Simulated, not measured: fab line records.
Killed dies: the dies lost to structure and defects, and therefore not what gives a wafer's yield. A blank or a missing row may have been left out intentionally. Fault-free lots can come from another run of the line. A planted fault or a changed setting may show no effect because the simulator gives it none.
Chamber matching	flow gf180mcu	rie diel-02 running GF_V5_ETCH_16: 4 sister chambers
The step etches BARC in N2/H2. 4 wafers are shown with their chamber, then 9 later ones without.

## WAFERS, EACH WITH ITS CHAMBER
wafer	chamber	drypump motor current A (A)
L085.3	1	5.8
L089.2	0	6.5
L088.3	3	5.8
L088.6	2	6.3

## WAFERS WHOSE CHAMBER IS MISSING
wafer	drypump motor current A (A)
L090.2	5.8
L090.3	6.3
L090.4	5.8
L093.1	5.8
L093.3	6.4
L093.6	5.8
L095.2	5.8
L095.4	6.5
L095.6	6.4

## WHICH CHAMBER EACH ONE RAN IN
wafer	from the rows above	in truth
L090.2	can't be placed: 1 or 3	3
L090.3	2	2
L090.4	can't be placed: 1 or 3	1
L093.1	can't be placed: 1 or 3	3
L093.3	can't be placed: 0 or 2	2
L093.6	can't be placed: 1 or 3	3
L095.2	can't be placed: 1 or 3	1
L095.4	0	0
L095.6	can't be placed: 0 or 2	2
Placed correctly: 2 of 9. Unplaceable from these rows: 7, with the true chamber sitting among the candidates in 7. 0 placed wrongly.
How it was worked out, from the rows above alone: a wafer's distance from a chamber is the root of the sum, over the readings, of the square of ((its reading less the chamber's mean) divided by the reading's scatter). If the next closest chamber is less than 2 further off than the closest, the wafer can't be placed; otherwise it belongs to the closest. For every chamber, the mean is computed from those of its wafers that are shown. The scatter: with one shown wafer a chamber, the root of the mean of the squares of how far each hidden wafer lies from its nearest shown one.
